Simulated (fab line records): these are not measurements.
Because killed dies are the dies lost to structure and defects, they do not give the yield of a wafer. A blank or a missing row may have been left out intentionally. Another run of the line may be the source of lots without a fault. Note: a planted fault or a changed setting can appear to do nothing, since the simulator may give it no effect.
fab line records	flow sky130
[record] lots = 6	wafers = 18	last-day = 50
route steps=708 shown PWDE@53 NWELL@56 VT_ADJUST_HVTP@85 PAD_OPEN@708
lots untouched by any fault: they come from a run of this same line in which no faults occurred
start-h: hours from the record's first day to the start of the lot's first wafer shown	wait-h: time in hours since the lot's previous step	" the same as in the row above	L1.1+2: a single row standing in for several wafers	- either no value or no given start	* or withheld: withheld	< > ~ a bound
route shown NAME@n: names a module that has steps shown in the file, with the first one's number in the route	usual: mean/standard deviation taken from wafers without a fault	same: alike in all rows	chamber/n: place in a boat	sites: the reading at each site	_std_site: their standard deviation	_edge_site: outer sites' mean less inner sites'	radius-mm: how far each site lies from the wafer's centre	mask NAME#n: copy n	behind: the last tool/chamber to shape the wafer	hold: why the lot went on hold/how many hours it stayed there/how the hold came to an end	device: transistor that didn't switch, given as n, p or np	end of line: at the end of the route, the tests of the same wafers	a step given without rows: its recipe and nothing more	killed: not the wafer's yield, but the dies lost to structure and defects at the first sort	map: the dies of a wafer, with x for killed, . for not killed, _ for no die there
set.NAME: the setting the step ran with; set.NAME@STEP: the setting that earlier step ran with	model.NAME: the simulator's own value behind a step, which no gauge read
lots seen at some steps along the route; tables by step, rows by wafer
services: a tool's chamber out of use, with start hour (start-h, from the record's first day; less than 0 if before it), hours out, and reason
[[steps]]
[step SKY_PWDE_IMPLANT_08]
[recipe] species = B	energy-kev = 150	dose-cm2 = 3.6e+12	tilt-deg = withheld
[step SKY_PWDE_STRIP_09]
[recipe] chemistry = O2/N2	power-w = 1400	pressure-mtorr = 1500	platen-temp-c = withheld	o2-flow-sccm = 3000	n2-flow-sccm = 300	overash-fraction = 0.5
[usual] drypump-motor-current-A = 5.6/0.41	oes-product-au = 0.722/0.0042	strip-time-to-endpoint-s = 36.95/0.099
lot.wafer	tool	chamber	start-h	wait-h	drypump-motor-current-A	oes-product-au	rf-hours-counter-h	strip-time-to-endpoint-s
L324.3	plasma-asher-04	0	81.66	0.1	5.6	0.719	-	36.89
L324.5	"	1	"	"	5.8	0.720	-	36.93
L324.6	"	0	"	"	5.6	0.725	-	36.79
L330.2	plasma-asher-01	0	113.55	0.1	5.2	0.720	31	36.97
L330.3	"	1	"	"	5.9	0.725	-	36.92
L330.6	"	0	"	"	5.2	0.722	-	37.02
L340.3	plasma-asher-03	0	169.72	0.1	6.2	0.718	-	37.09
L340.5	"	0	"	"	6.2	0.728	-	37.14
L340.6	"	1	"	"	4.9	0.724	-	36.97
L341.1	plasma-asher-04	0	181.15	0.1	5.6	0.719	6	37.00
L341.3	"	0	"	"	5.6	0.725	-	36.94
L341.5	"	1	"	"	5.8	0.731	-	37.00
L343.1	plasma-asher-03	1	188.63	0.1	4.9	0.720	52	37.05
L343.2	"	0	"	"	6.2	0.714	52	37.07
L343.4	"	0	"	"	6.3	0.724	-	37.03
L345.3	plasma-asher-03	0	200.56	0.1	6.3	0.727	-	37.03
L345.4	"	1	"	"	4.9	0.717	-	36.92
L345.5	"	1	"	"	4.9	0.723	-	36.96
[step SKY_PWDE_TW_MEAS_10]
[usual] PWDE_TW = 373.1/1.8
lot.wafer	tool	chamber	start-h	wait-h	PWDE_TW
L324.3	film-metro-01	-	81.75	0.1	373.7
L324.5	"	-	"	"	372.1
L324.6	"	-	"	"	373.3
L330.2	film-metro-01	-	113.66	0.1	371.6
L330.3	"	-	"	"	372.3
L330.6	"	-	"	"	376.0
L340.3	film-metro-02	-	169.81	0.1	375.5
L340.5	"	-	"	"	375.6
L340.6	"	-	"	"	378.5
L341.1	film-metro-03	-	181.25	0.1	373.6
L341.3	"	-	"	"	374.8
L341.5	"	-	"	"	372.4
L343.1	film-metro-03	-	188.73	0.1	372.6
L343.2	"	-	"	"	374.0
L343.4	"	-	"	"	371.2
L345.3	film-metro-03	-	200.65	0.1	371.1
L345.4	"	-	"	"	373.5
L345.5	"	-	"	"	371.4
[step SKY_NWELL_DEHYDRATE_03]
[recipe] temp-c = 200	time-s = 60
[step SKY_NWELL_HMDS_04]
[recipe] prime-time-s = 60	prime-temp-c = 120
[step SKY_NWELL_COAT_05]
[recipe] spin-rpm = 2000	resist-thk-nm = 3000
[step SKY_NWELL_SOFTBAKE_06]
[recipe] temp-c = 110	time-s = withheld
[step SKY_NWELL_EXPOSE_07]
[recipe] mask-id = NWM	na = 0.6	source-shape = conventional	sigma-outer = 0.6	polarization = unpolarized	target-cd-nm = 840	dose-mj = 255
[step SKY_NWELL_PEB_08]
[recipe] temp-c = 115	time-s = withheld
[step SKY_NWELL_DEVELOP_09]
[recipe] wall-angle-deg = 90	developer = TMAH	develop-time-s = 60	dev-temp-c = 23
[step SKY_NWELL_OVL_MEAS_10]
[usual] NWELL_00_OVL = -0.4/1.2
lot.wafer	tool	chamber	start-h	wait-h	NWELL_00_OVL[nm]
L324.3	overlay-01	-	98.34	-	0.2
L324.5	"	-	"	"	-0.5
L324.6	"	-	"	"	-0.4
L330.2	overlay-02	-	131.40	-	1.6
L330.3	"	-	"	"	1.5
L330.6	"	-	"	"	1.4
L340.3	overlay-01	-	190.54	-	1.2
L340.5	"	-	"	"	0.4
L340.6	"	-	"	"	0.7
L341.1	overlay-01	-	202.48	-	-2.9
L341.3	"	-	"	"	-1.6
L341.5	"	-	"	"	-0.9
L343.1	overlay-01	-	209.79	-	-2.5
L343.2	"	-	"	"	-3.7
L343.4	"	-	"	"	-2.8
L345.3	overlay-01	-	221.17	-	-0.7
L345.4	"	-	"	"	0.3
L345.5	"	-	"	"	-0.3
[step SKY_NWELL_IMPLANT_11]
[recipe] species = P	energy-kev = 400	dose-cm2 = 1.9e+13	tilt-deg = withheld
[step SKY_NWELL_IMPLANT_12]
[recipe] species = P	energy-kev = 120	dose-cm2 = 1.3e+12	tilt-deg = withheld
lot.wafer	tool	chamber	start-h	wait-h
L324.3+5+6	implanter-02	0	98.56	0.1
L330.2+3+6	implanter-03	0	131.60	0.1
L340.3+5+6	implanter-02	0	190.76	0.1
L341.1+3+5	implanter-02	0	202.66	0.1
L343.1+2+4	implanter-03	0	209.98	0.1
L345.3+4+5	implanter-03	0	221.39	0.1
[step SKY_NWELL_IMPLANT_13]
[recipe] species = P	energy-kev = 50	dose-cm2 = 7e+11	tilt-deg = withheld
[step SKY_NWELL_STRIP_14]
[recipe] chemistry = O2/N2	power-w = 1400	pressure-mtorr = 1500	platen-temp-c = withheld	o2-flow-sccm = 3000	n2-flow-sccm = 300	overash-fraction = 0.5
[usual] drypump-motor-current-A = 5.6/0.65	oes-product-au = 0.722/0.0048	strip-time-to-endpoint-s = 36.91/0.096
lot.wafer	tool	chamber	start-h	wait-h	drypump-motor-current-A	oes-product-au	rf-hours-counter-h	strip-time-to-endpoint-s
L324.3	plasma-asher-02	1	98.85	0.1	4.8	0.717	-	36.78
L324.5	"	1	"	"	4.9	0.720	-	36.88
L324.6	"	0	"	"	6.4	0.723	-	36.77
L330.2	plasma-asher-03	0	131.88	0.1	6.2	0.711	46	36.98
L330.3	"	0	"	"	6.2	0.730	-	36.99
L330.6	"	0	"	"	6.2	0.720	-	36.93
L340.3	plasma-asher-02	1	191.05	0.1	4.8	0.725	-	36.95
L340.5	"	0	"	"	6.4	0.717	-	36.93
L340.6	"	1	"	"	4.8	0.720	-	36.87
L341.1	plasma-asher-03	0	202.96	0.1	6.2	0.715	53	36.73
L341.3	"	0	"	"	6.3	0.723	-	36.85
L341.5	"	1	"	"	4.9	0.721	-	36.91
L343.1	plasma-asher-02	0	210.28	0.1	6.4	0.732	49	36.91
L343.2	"	1	"	"	4.9	0.720	49	37.07
L343.4	"	0	"	"	6.4	0.726	-	36.81
L345.3	plasma-asher-04	0	221.67	0.1	5.5	0.714	-	37.04
L345.4	"	1	"	"	5.8	0.716	-	36.99
L345.5	"	1	"	"	5.8	0.724	-	37.03
[step SKY_NWELL_TW_MEAS_15]
[usual] NWELL_TW = 1816/9.1
lot.wafer	tool	chamber	start-h	wait-h	NWELL_TW
L324.3	film-metro-01	-	98.93	0.1	1829
L324.5	"	-	"	"	1829
L324.6	"	-	"	"	1836
L330.2	film-metro-01	-	131.99	0.1	1806
L330.3	"	-	"	"	1804
L330.6	"	-	"	"	1798
L340.3	film-metro-03	-	191.13	0.1	1816
L340.5	"	-	"	"	1811
L340.6	"	-	"	"	1819
L341.1	film-metro-01	-	203.06	0.1	1808
L341.3	"	-	"	"	1820
L341.5	"	-	"	"	1815
L343.1	film-metro-03	-	210.38	0.1	1812
L343.2	"	-	"	"	1805
L343.4	"	-	"	"	1798
L345.3	film-metro-02	-	221.76	0.1	1823
L345.4	"	-	"	"	1831
L345.5	"	-	"	"	1831
[step SKY_NWELL_DEHYDRATE_16]
[recipe] temp-c = 200	time-s = 60
[step SKY_NWELL_HMDS_17]
[recipe] prime-time-s = 60	prime-temp-c = 120
[step SKY_NWELL_COAT_18]
[recipe] spin-rpm = 2000	resist-thk-nm = 3000
[step SKY_NWELL_SOFTBAKE_19]
[recipe] temp-c = 110	time-s = withheld
[step SKY_NWELL_EXPOSE_20]
[recipe] mask-id = NWM_COMPLEMENT	na = 0.6	source-shape = conventional	sigma-outer = 0.6	polarization = unpolarized	target-cd-nm = 840	dose-mj = 260
[step SKY_NWELL_PEB_21]
[recipe] temp-c = 115	time-s = withheld
[step SKY_NWELL_DEVELOP_22]
[recipe] wall-angle-deg = 90	developer = TMAH	develop-time-s = 60	dev-temp-c = 23
[step SKY_NWELL_OVL_MEAS_23]
[usual] NWELL_01_OVL = -0.6/1.3
lot.wafer	tool	chamber	start-h	wait-h	NWELL_01_OVL[nm]
L324.3	overlay-01	-	115.57	-	-1.0
L324.5	"	-	"	"	-1.3
L324.6	"	-	"	"	-1.1
L330.2	overlay-01	-	150.98	-	-2.1
L330.3	"	-	"	"	-0.1
L330.6	"	-	"	"	-0.5
L340.3	overlay-01	-	212.24	-	-2.1
L340.5	"	-	"	"	-2.3
L340.6	"	-	"	"	-1.5
L341.1	overlay-02	-	224.58	-	0.7
L341.3	"	-	"	"	1.1
L341.5	"	-	"	"	-0.5
L343.1	overlay-01	-	231.04	-	-3.2
L343.2	"	-	"	"	-2.0
L343.4	"	-	"	"	-1.9
L345.3	overlay-01	-	243.75	-	-1.5
L345.4	"	-	"	"	-0.4
L345.5	"	-	"	"	-0.6
[step SKY_NWELL_IMPLANT_24]
[recipe] species = B	energy-kev = 140	dose-cm2 = 9.2e+12	tilt-deg = withheld
[step SKY_NWELL_STRIP_25]
[recipe] chemistry = O2/N2	power-w = 1400	pressure-mtorr = 1500	platen-temp-c = withheld	o2-flow-sccm = 3000	n2-flow-sccm = 300	overash-fraction = 0.5
[usual] drypump-motor-current-A = 5.6/0.64	oes-product-au = 0.723/0.0048	strip-time-to-endpoint-s = 36.92/0.12
lot.wafer	tool	chamber	start-h	wait-h	drypump-motor-current-A	oes-product-au	rf-hours-counter-h	strip-time-to-endpoint-s
L324.3	plasma-asher-03	0	115.77	0.1	6.3	0.726	-	36.82
L324.5	"	1	"	"	4.9	0.718	-	36.82
L324.6	"	0	"	"	6.3	0.725	-	36.84
L330.2	plasma-asher-04	1	151.16	0.1	5.8	0.725	3	36.89
L330.3	"	1	"	"	5.9	0.726	-	36.90
L330.6	"	1	"	"	5.8	0.715	-	36.89
L340.3	plasma-asher-03	0	212.48	0.1	6.2	0.726	-	36.91
L340.5	"	0	"	"	6.3	0.718	-	37.05
L340.6	"	1	"	"	4.9	0.708	-	36.93
L341.1	plasma-asher-04	1	224.76	0.1	5.8	0.729	10	37.07
L341.3	"	0	"	"	5.5	0.718	-	37.07
L341.5	"	1	"	"	5.8	0.721	-	37.08
L343.1	plasma-asher-02	0	231.23	0.1	6.4	0.718	51	36.84
L343.2	"	1	"	"	4.8	0.726	51	36.89
L343.4	"	0	"	"	6.4	0.717	-	36.93
L345.3	plasma-asher-02	0	243.96	0.1	6.4	0.721	-	36.93
L345.4	"	1	"	"	4.8	0.732	-	36.91
L345.5	"	1	"	"	4.9	0.723	-	36.89
[step SKY_NWELL_TW_MEAS_26]
[usual] NWELL_2_TW = 497.1/2.6
lot.wafer	tool	chamber	start-h	wait-h	NWELL_2_TW
L324.3	film-metro-02	-	115.86	0.1	502.6
L324.5	"	-	"	"	498.6
L324.6	"	-	"	"	500.4
L330.2	film-metro-02	-	151.27	0.1	499.3
L330.3	"	-	"	"	496.6
L330.6	"	-	"	"	498.5
L340.3	film-metro-02	-	212.57	0.1	501.9
L340.5	"	-	"	"	502.4
L340.6	"	-	"	"	502.7
L341.1	film-metro-01	-	224.86	0.1	496.1
L341.3	"	-	"	"	493.2
L341.5	"	-	"	"	497.0
L343.1	film-metro-01	-	231.33	0.1	497.1
L343.2	"	-	"	"	496.3
L343.4	"	-	"	"	494.3
L345.3	film-metro-01	-	244.05	0.1	495.0
L345.4	"	-	"	"	494.5
L345.5	"	-	"	"	498.4
[step SKY_NWELL_CLEAN_27]
[recipe] chemistry = SC1/SC2	mix = 1:4:20	temp-c = 70	time-s = 150	dry = n2-spin
[step SKY_NWELL_RTA_28]
[recipe] temp-c = 1050	time-s = 30	idle-temp-c = 650	ramp-up-c-per-s = 150	ramp-down-c-per-s = 90	ambient = N2
[usual] lamp-power-pct = 25.31/0.051	wafer_temp_C_max = 1054.9/1
[same] time-s = 30
lot.wafer	tool	chamber	start-h	wait-h	lamp-power-pct	wafer_temp_C_max
L324.3	rtp-anneal-02	0	115.99	0.0	25.29	1054.4
L324.5	"	0	"	"	25.30	1055.7
L324.6	"	0	"	"	25.30	1053.9
L330.2	rtp-anneal-01	0	151.39	0.0	25.27	1055.0
L330.3	"	0	"	"	25.26	1054.1
L330.6	"	0	"	"	25.33	1055.2
L340.3	rtp-anneal-01	0	212.69	0.0	25.30	1053.5
L340.5	"	0	"	"	25.29	1055.8
L340.6	"	0	"	"	25.30	1054.8
L341.1	rtp-anneal-01	0	224.97	0.0	25.34	1056.1
L341.3	"	0	"	"	25.23	1053.4
L341.5	"	0	"	"	25.31	1057.8
L343.1	rtp-anneal-02	0	231.44	0.0	25.34	1054.6
L343.2	"	0	"	"	25.26	1055.0
L343.4	"	0	"	"	25.20	1053.6
L345.3	rtp-anneal-01	0	244.17	0.0	25.26	1053.8
L345.4	"	0	"	"	25.22	1057.4
L345.5	"	0	"	"	25.24	1056.1
[step SKY_NWELL_RS_MEAS_29]
[recipe] thk-meas-gauge = four-point-probe
[usual] NWELL_RS = 625.1/1.7
lot.wafer	tool	chamber	start-h	wait-h	NWELL_RS[ohm/sq]
L324.3	film-metro-01	-	116.10	0.1	624.3
L324.5	"	-	"	"	625.5
L324.6	"	-	"	"	625.6
L330.2	film-metro-01	-	151.49	0.1	625.9
L330.3	"	-	"	"	625.3
L330.6	"	-	"	"	626.2
L340.3	film-metro-01	-	212.80	0.1	626.6
L340.5	"	-	"	"	627.9
L340.6	"	-	"	"	625.8
L341.1	film-metro-03	-	225.07	0.1	626.4
L341.3	"	-	"	"	623.2
L341.5	"	-	"	"	624.9
L343.1	film-metro-01	-	231.54	0.1	626.1
L343.2	"	-	"	"	625.2
L343.4	"	-	"	"	626.4
L345.3	film-metro-03	-	244.28	0.1	623.1
L345.4	"	-	"	"	622.0
L345.5	"	-	"	"	621.4
[step SKY_NWELL_RS_MEAS_31]
[recipe] thk-meas-gauge = four-point-probe
[usual] PWDE_RS = 5279/18
lot.wafer	tool	chamber	start-h	wait-h	PWDE_RS[ohm/sq]
L324.3	film-metro-01	-	116.34	0.1	5250
L324.5	"	-	"	"	5260
L324.6	"	-	"	"	5245
L330.2	film-metro-01	-	151.73	0.1	5280
L330.3	"	-	"	"	5289
L330.6	"	-	"	"	5295
L340.3	film-metro-01	-	213.04	0.1	5287
L340.5	"	-	"	"	5300
L340.6	"	-	"	"	5284
L341.1	film-metro-03	-	225.31	0.1	5255
L341.3	"	-	"	"	5247
L341.5	"	-	"	"	5269
L343.1	film-metro-01	-	231.78	0.1	5306
L343.2	"	-	"	"	5282
L343.4	"	-	"	"	5298
L345.3	film-metro-03	-	244.52	0.1	5282
L345.4	"	-	"	"	5289
L345.5	"	-	"	"	5280
[step SKY_VT_ADJUST_HVTP_DEHYDRATE_00]
[recipe] temp-c = 200	time-s = 60
[step SKY_VT_ADJUST_HVTP_HMDS_01]
[recipe] prime-time-s = 60	prime-temp-c = 120
[step SKY_VT_ADJUST_HVTP_COAT_02]
[recipe] resist = NOVOLAK	spin-rpm = 3000	resist-thk-nm = 1140
[step SKY_VT_ADJUST_HVTP_SOFTBAKE_03]
[recipe] temp-c = 90	time-s = 60	resist = NOVOLAK
[step SKY_VT_ADJUST_HVTP_EXPOSE_04]
[recipe] mask-id = HVTPM	na = 0.6	source-shape = conventional	sigma-outer = 0.6	polarization = unpolarized	target-cd-nm = 380	dose-mj = 140
[step SKY_VT_ADJUST_HVTP_PEB_05]
[recipe] temp-c = withheld	time-s = *	resist = NOVOLAK
[step SKY_VT_ADJUST_HVTP_DEVELOP_06]
[recipe] resist = NOVOLAK	developer = TMAH	develop-time-s = 60	dev-temp-c = 23
[step SKY_VT_ADJUST_HVTP_CD_MEAS_07]
[recipe] target-cd-nm = 380
[usual] cd-nm = 381.0/2.5
lot.wafer	tool	chamber	start-h	wait-h	cd-nm
L324.3	cd-sem-01	-	134.03	0.1	380.1
L324.5	"	-	"	"	383.7
L324.6	"	-	"	"	384.0
L330.2	cd-sem-02	-	171.68	0.1	380.9
L330.3	"	-	"	"	382.4
L330.6	"	-	"	"	380.5
L340.3	cd-sem-02	-	233.82	0.1	382.7
L340.5	"	-	"	"	381.0
L340.6	"	-	"	"	381.1
L341.1	cd-sem-01	-	247.33	0.1	378.7
L341.3	"	-	"	"	377.1
L341.5	"	-	"	"	377.0
L343.1	cd-sem-01	-	254.58	0.1	379.5
L343.2	"	-	"	"	380.5
L343.4	"	-	"	"	380.0
L345.3	cd-sem-02	-	267.38	0.1	381.5
L345.4	"	-	"	"	380.0
L345.5	"	-	"	"	379.5
[step SKY_VT_ADJUST_HVTP_OVL_MEAS_08]
[usual] VT_ADJUST_HVTP_OVL = 0.3/1.4
lot.wafer	tool	chamber	start-h	wait-h	VT_ADJUST_HVTP_OVL[nm]
L324.3	overlay-02	-	134.12	0.1	2.5
L324.5	"	-	"	"	2.2
L324.6	"	-	"	"	2.8
L330.2	overlay-02	-	171.79	0.1	1.6
L330.3	"	-	"	"	-1.9
L330.6	"	-	"	"	1.0
L340.3	overlay-01	-	233.91	0.1	0.9
L340.5	"	-	"	"	0.6
L340.6	"	-	"	"	0.1
L341.1	overlay-02	-	247.45	0.1	0.7
L341.3	"	-	"	"	1.6
L341.5	"	-	"	"	-0.2
L343.1	overlay-02	-	254.70	0.1	0.6
L343.2	"	-	"	"	0.1
L343.4	"	-	"	"	-0.7
L345.3	overlay-01	-	267.47	0.1	2.0
L345.4	"	-	"	"	-1.1
L345.5	"	-	"	"	-0.6
[step SKY_VT_ADJUST_HVTP_IMPLANT_09]
[recipe] species = As	energy-kev = 150	dose-cm2 = 4.3e+12	tilt-deg = withheld
[step SKY_PAD_OPEN_PROBE_99]
[usual] killed_at_M0_to_M3 = 43/6.8	killed_at_M4_up = 3.2/1.8	killed-at-contacts = 24/5.2	killed-at-front-end = 15/4.2	killed-at-other = 0.4/0.62	killed-dies = 85/8.7	killed-on-rim = 17/3.7	killed-open = 46/6.7	killed-short = 39/5.9
[same] gross-dies = 492	killed-at-back-side = 0
lot.wafer	tool	chamber	start-h	wait-h	killed_at_M0_to_M3	killed_at_M4_up	killed-at-contacts	killed-at-front-end	killed-at-other	killed-dies	killed-on-rim	killed-open	killed-short	model.etest.pfet_01v8_lvt.vt-v-range	model.etest.pfet-g5v0d10v5.vt-v-range	model.etest.pfet_01v8.vt-v-range
L324.3	prober-01	-	1082.37	0.2	41	1	31	15	0	88	16	50	38	0.01764	0.03837	0.01535
L324.5	prober-01	-	1082.47	0.2	46	3	17	21	0	87	16	48	39	0.01708	0.02927	0.01376
L324.6	prober-01	-	1082.52	0.2	33	2	20	10	0	65	13	34	30	0.01404	0.05806	0.01336
L330.2	prober-02	-	1125.40	0.1	55	2	27	6	0	90	14	50	40	0.01214	0.04629	0.01261
L330.3	prober-02	-	1125.45	0.2	38	5	29	7	1	80	15	38	42	0.01827	0.04864	0.008124
L330.6	prober-02	-	1125.60	0.2	38	4	15	15	0	72	18	41	31	0.01292	0.04755	0.01519
L340.3	prober-02	-	1173.38	0.2	48	5	25	21	2	101	17	51	49	0.03197	0.08028	0.01572
L340.5	prober-02	-	1173.48	0.2	46	4	23	15	2	90	17	46	42	0.03167	0.06261	0.01372
L340.6	prober-02	-	1173.53	0.2	42	2	29	17	0	90	19	50	40	0.03175	0.05784	0.01176
L341.1	prober-01	-	1181.44	0.1	45	4	20	17	0	86	20	36	50	0.02774	0.05171	0.01599
L341.3	prober-01	-	1181.54	0.2	33	2	26	20	0	81	20	41	40	0.03193	0.0415	0.01099
L341.5	prober-01	-	1181.64	0.2	34	1	24	13	1	73	12	42	31	0.03156	0.04736	0.01092
L343.1	prober-01	-	1187.36	0.1	35	3	21	17	0	76	15	44	32	0.007891	0.04014	0.01756
L343.2	prober-01	-	1187.41	0.1	46	4	23	9	0	82	16	45	37	0.01285	0.02922	0.01597
L343.4	prober-01	-	1187.51	0.2	56	3	23	14	0	96	19	46	49	0.01384	0.0446	0.01066
L345.3	prober-01	-	1191.26	0.2	45	1	20	17	1	84	20	51	32	0.006924	0.05248	0.0212
L345.4	prober-01	-	1191.31	0.2	48	5	18	10	0	81	20	47	34	0.0108	0.03006	0.01293
L345.5	prober-01	-	1191.36	0.2	27	1	19	17	1	65	15	37	27	0.01088	0.05927	0.007478
// killed by level:class
L324.3 CONTACT:geometric-particle:open=16 VIA1:geometric-particle:open=7 METAL1:geometric-particle:short=6 METAL2:geometric-particle:short=6 VIA3:geometric-particle:open=6 POLY_GATE:geometric-particle:short=5 POLY_GATE:geometric-particle:open=5 VIA2:geometric-particle:open=5
L324.5 VIA3:geometric-particle:open=11 VIA2:geometric-particle:open=9 CONTACT:geometric-particle:open=9 FIELD_ISO:geometric-particle:short=7 VIA1:geometric-particle:short=7 VIA1:geometric-particle:open=6 POLY_GATE:geometric-particle:short=5 METAL1:geometric-particle:short=4
L324.6 VIA1:geometric-particle:open=8 METAL1:geometric-particle:short=6 FIELD_ISO:geometric-particle:open=5 CONTACT:geometric-particle:open=5 VIA3:geometric-particle:open=5 LI_CONTACT:geometric-particle:open=4 LOCAL_INTERCONNECT:geometric-particle:short=4 METAL2:geometric-particle:short=4
L330.2 VIA1:geometric-particle:open=11 VIA2:geometric-particle:open=9 METAL1:geometric-particle:short=8 LOCAL_INTERCONNECT:geometric-particle:short=7 METAL2:geometric-particle:short=6 LI_CONTACT:geometric-particle:open=6 CONTACT:geometric-particle:open=6 VIA2:geometric-particle:short=5
L330.3 LI_CONTACT:geometric-particle:open=8 CONTACT:geometric-particle:open=8 CONTACT:geometric-particle:short=7 METAL1:geometric-particle:short=7 VIA1:geometric-particle:open=7 VIA3:geometric-particle:open=7 VIA1:geometric-particle:short=5 LOCAL_INTERCONNECT:geometric-particle:short=4
L330.6 VIA2:geometric-particle:open=12 VIA1:geometric-particle:open=7 FIELD_ISO:geometric-particle:short=5 CONTACT:geometric-particle:short=5 METAL1:geometric-particle:short=5 VIA3:geometric-particle:open=4 POLY_GATE:geometric-particle:open=4 CONTACT:geometric-particle:open=4
L340.3 VIA1:geometric-particle:open=14 CONTACT:geometric-particle:open=9 VIA2:geometric-particle:open=8 METAL2:geometric-particle:short=6 FIELD_ISO:geometric-particle:open=5 CONTACT:geometric-particle:short=5 VIA1:geometric-particle:short=5 FIELD_ISO:geometric-particle:short=4
L340.5 CONTACT:geometric-particle:open=10 METAL2:geometric-particle:short=9 VIA1:geometric-particle:short=9 LI_CONTACT:geometric-particle:open=7 VIA1:geometric-particle:open=7 FIELD_ISO:geometric-particle:short=6 VIA2:geometric-particle:open=6 VIA3:geometric-particle:open=6
L340.6 CONTACT:geometric-particle:open=16 METAL2:geometric-particle:short=7 VIA1:geometric-particle:open=7 VIA2:geometric-particle:open=7 VIA1:geometric-particle:short=6 LI_CONTACT:geometric-particle:open=5 POLY_GATE:geometric-particle:open=4 LI_CONTACT:geometric-particle:short=4
L341.1 METAL1:geometric-particle:short=10 VIA1:geometric-particle:open=9 METAL2:geometric-particle:short=7 LOCAL_INTERCONNECT:geometric-particle:short=6 CONTACT:geometric-particle:open=6 VIA3:geometric-particle:short=6 SPACER:geometric-particle:open=5 VIA1:geometric-particle:short=5
L341.3 VIA1:geometric-particle:open=8 FIELD_ISO:geometric-particle:short=7 METAL1:geometric-particle:short=7 LI_CONTACT:geometric-particle:open=7 CONTACT:geometric-particle:open=7 FIELD_ISO:geometric-particle:open=6 CONTACT:geometric-particle:short=6 LOCAL_INTERCONNECT:geometric-particle:short=4
L341.5 CONTACT:geometric-particle:open=13 VIA3:geometric-particle:open=8 VIA2:geometric-particle:open=5 CONTACT:geometric-particle:short=4 VIA1:geometric-particle:open=4 METAL1:geometric-particle:short=4 METAL2:geometric-particle:short=4 FIELD_ISO:geometric-particle:short=3
L343.1 LI_CONTACT:geometric-particle:open=7 VIA1:geometric-particle:open=7 CONTACT:geometric-particle:open=6 FIELD_ISO:geometric-particle:short=5 POLY_GATE:geometric-particle:open=4 METAL1:geometric-particle:short=4 METAL2:geometric-particle:short=4 VIA2:geometric-particle:short=4
L343.2 VIA3:geometric-particle:open=12 VIA1:geometric-particle:open=10 METAL2:geometric-particle:short=7 LOCAL_INTERCONNECT:geometric-particle:short=6 FIELD_ISO:geometric-particle:short=5 LI_CONTACT:geometric-particle:open=5 CONTACT:geometric-particle:open=5 VIA1:geometric-particle:short=5
L343.4 VIA1:geometric-particle:open=11 VIA1:geometric-particle:short=8 LI_CONTACT:geometric-particle:open=7 VIA3:geometric-particle:short=7 CONTACT:geometric-particle:open=6 VIA2:geometric-particle:open=6 METAL2:geometric-particle:short=6 VIA3:geometric-particle:open=6
L345.3 CONTACT:geometric-particle:open=12 VIA3:geometric-particle:open=10 VIA2:geometric-particle:open=7 VIA1:geometric-particle:open=7 FIELD_ISO:geometric-particle:short=5 FIELD_ISO:geometric-particle:open=4 LI_CONTACT:geometric-particle:open=4 VIA2:geometric-particle:short=4
L345.4 VIA3:geometric-particle:open=10 VIA1:geometric-particle:open=9 VIA2:geometric-particle:open=9 CONTACT:geometric-particle:open=8 LI_CONTACT:geometric-particle:open=6 FIELD_ISO:geometric-particle:short=5 METAL4:geometric-particle:short=5 VIA1:geometric-particle:short=4
L345.5 LI_CONTACT:geometric-particle:open=10 VIA2:geometric-particle:open=6 CONTACT:geometric-particle:short=4 VIA1:geometric-particle:open=4 VIA3:geometric-particle:open=4 FIELD_ISO:geometric-particle:short=3 POLY_GATE:geometric-particle:short=3 SPACER:geometric-particle:open=3
[[services]]
tool	chamber	start-h	hours	kind
rtp-anneal-02	-	87.70	5.2	pm
plasma-asher-04	-	108.75	9.0	pm
plasma-asher-04	0	108.75	9.0	vent-cycle
plasma-asher-04	1	108.75	9.0	vent-cycle
plasma-asher-04	0	117.75	-	clean
plasma-asher-04	1	117.75	-	clean
plasma-asher-04	-	141.71	4.5	repair
plasma-asher-02	-	155.94	14.6	pm
plasma-asher-03	-	170.99	1.3	repair
implanter-03	-	189.38	0.7	repair
plasma-asher-04	-	195.30	4.3	repair
implanter-02	-	212.21	4.0	pm
rtp-anneal-01	-	220.73	3.5	pm
implanter-02	-	227.04	106.0	repair
[[key]]
first-sign none at tools or gauges
[model-effect] step = SKY_PAD_OPEN_PROBE_99	value = etest.pfet_01v8_lvt.vt-v-range	without = 0.01208	struck = 0.0311
met-at SKY_NWELL_IMPLANT_12
struck-wafers L340.3,L340.5,L340.6,L341.1,L341.3,L341.5
tester-left-out L340,L341
onset-between 98.56 190.76
[fault] kind = process-parameter-drift	tool = implanter-02	chamber = -	onset-h = 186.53	steps = SKY_NWELL_IMPLANT_12	channel = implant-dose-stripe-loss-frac	offset = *	shape = step	end-h = 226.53
// tester-left-out: of these lots the tester's yield and bins aren't shown, on N5 and GAA mostly nor the transistor test; their killed dies are dies lost to structure and defects alone, not to doping, threshold or leakage, so they don't give the yield
